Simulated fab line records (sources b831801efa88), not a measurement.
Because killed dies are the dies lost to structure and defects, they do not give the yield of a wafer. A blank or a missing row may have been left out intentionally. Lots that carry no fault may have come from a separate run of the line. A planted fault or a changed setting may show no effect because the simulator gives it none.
Comparing a struck lot with a sound one || flow sky130 || 15 out of 708 route steps
Sound: these wafers, L948.1, L948.2, L948.3. Wafers L954.1, L954.3, L954.5 were the ones struck. The cause is given at the end.
For every step that has rows: the tool of each side, followed by ch and its chambers, followed by its first start. Under that, the readings that differ: sound wafers || struck wafers || difference of the means || sigmas: that difference in standard deviations of wafers without a fault.
alike: readings whose means differ by less than 2 such deviations, and words and numbers that are the same on both sides. not compared: withheld readings, readings that some wafer has no value for, bounds like >300 that may hide the same value, and numbers for which the record gives no deviation and whose values overlap.
A row with sigmas, a row that says differs or no value, or rows on one side alone: a step with any of these is where the two part. Numbers that have no deviation but don't overlap get no sigmas and don't part them. A reading that every wafer of one side lacks parts them only if that side has two wafers or more.

first, 6 steps without rows for these wafers: SKY_GATE_OXIDE_HMDS_04 (prime time 60 s); SKY_GATE_OXIDE_COAT_05 (resist thk 1140 nm); SKY_GATE_OXIDE_SOFTBAKE_06 (time 60 s); SKY_GATE_OXIDE_EXPOSE_07 (exposes mask LVOM, target cd 600 nm); SKY_GATE_OXIDE_PEB_08; SKY_GATE_OXIDE_DEVELOP_09 (develop time 60 s).
SKY_GATE_OXIDE_OVL_MEAS_10:
  sound: overlay-01 at day 14 17:33; struck: overlay-01 at day 17 06:12
  alike: GATE_OXIDE_OVL
then, 2 steps without rows for these wafers: SKY_GATE_OXIDE_IMPLANT_11; SKY_GATE_OXIDE_WET_ETCH_12 (etches SiO2 in dHF, target depth 16.8 nm, time 336 s).
SKY_GATE_OXIDE_STRIP_13: strips in O2/N2.
  sound on plasma asher-01 ch 0,1, day 14 17:50; struck on plasma asher-01 ch 0,1, day 17 06:29
  alike: drypump motor current A, oes product au, strip time to endpoint s
  not compared: rf hours counter h
SKY_GATE_OXIDE_TW_MEAS_14:
  sound: film metro-03 at day 14 17:56; struck: film metro-01 at day 17 06:35
  alike: GATE_OXIDE_TW
then, 1 step without rows for these wafers: SKY_GATE_OXIDE_CLEAN_15 (cleans in SC1/SC2, time 150 s).
SKY_GATE_OXIDE_OXIDATION_16: stabilise 600 s, purge 300 s, target thk 3.57 nm.
  sound on furnace-02 ch 0, day 14 18:51; struck on furnace-01 ch 0, day 17 11:56
{"reading": "spike tc centre C (C)", "sound": "796.9 799.0 797.9", "struck": "788.1 787.5 787.0", "difference": -10.4, "sigmas": -9}
{"reading": "spike tc lower C (C)", "sound": "798.9 801.7 799.8", "struck": "789.0 787.4 787.2", "difference": -12.3, "sigmas": -13}
{"reading": "spike tc top C (C)", "sound": "812.2 812.9 814.8", "struck": "808.8 807.2 805.9", "difference": -6.0, "sigmas": -2}
{"reading": "spike tc upper C (C)", "sound": "801.3 802.0 799.2", "struck": "786.3 787.5 785.3", "difference": -14.5, "sigmas": -13}
{"reading": "tube center temp C (C)", "sound": "800.13 800.03 799.97", "struck": "787.47 787.51 787.4", "difference": -12.58, "sigmas": "-99 or more"}
{"reading": "tube_center_temp_C_max", "sound": "802.2 801.7 802.1", "struck": "789.6 790.4 789.6", "difference": -12.1, "sigmas": -36}
{"reading": "zone power centre pct (%)", "sound": "16.6 16.8 16.3", "struck": "14.4 14.7 14.4", "difference": -2.1, "sigmas": -2}
{"reading": "zone power upper pct (%)", "sound": "13.37 13.38 13.26", "struck": "12.73 12.86 12.90", "difference": -0.51, "sigmas": -3}
  alike: zone power lower pct
  not compared: model.SiO2_of_GATE_OXIDE_OXIDATION_01.thk nm
then, 1 step without rows for these wafers: SKY_POLY_GATE_CVD_00 (deposits poly-Si, target thk 180 nm, time 720 s).
-- here the record skips 31 days between the struck wafers' starts before and after, leaving off in module POLY_GATE and picking up in module PAD_OPEN (first step shown: number 708 of the route) --
SKY_PAD_OPEN_PROBE_99:
  sound: prober-02 at day 46 16:58; struck: prober-02 at day 48 15:38
{"reading": "model.etest.nfet_01v8_lvt.drive ua um", "sound": "567.5 555.8 572.7", "struck": "608 630.4 631.4", "difference": "+58", "sigmas": ""}
{"reading": "model.etest.nfet_01v8_turned.drive ua um", "sound": "500.7 482.8 503.4", "struck": "544.4 556.6 563.4", "difference": "+59.2", "sigmas": ""}
{"reading": "model.etest.nfet_01v8_swapped.drive ua um", "sound": "500.1 485.7 501.1", "struck": "538.8 560.7 559.5", "difference": "+57.4", "sigmas": ""}
{"reading": "model.etest.nfet_01v8.drive ua um", "sound": "500.9 476.8 498.6", "struck": "541.4 551.7 557.6", "difference": "+58.1", "sigmas": ""}
{"reading": "model.etest.nfet_01v8.r on ohm um", "sound": "846 882 839.4", "struck": "785.7 771.2 787.7", "difference": -74.3, "sigmas": ""}
{"reading": "model.etest.sram nfet pass.drive ua um", "sound": "487.3 485.3 476.1", "struck": "521.7 532 537", "difference": "+47.3", "sigmas": ""}
  alike: killed_at_M0_to_M3, killed_at_M4_up, killed at contacts, killed at front end, killed at other, killed dies, killed on rim, killed open, killed short
  not compared: model.etest.tip sonos.rs ohm sq, model.etest.nfet g5v0d10v5.drive ua um

== WHERE THEY PART ==
Only at SKY_GATE_OXIDE_OXIDATION_16, within this record. Later steps at which nothing parts them and some readings are alike: SKY_PAD_OPEN_PROBE_99.

WHY: the cause the simulator had injected
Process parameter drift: furnace-01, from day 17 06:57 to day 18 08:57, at SKY_GATE_OXIDE_OXIDATION_16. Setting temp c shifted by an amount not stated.
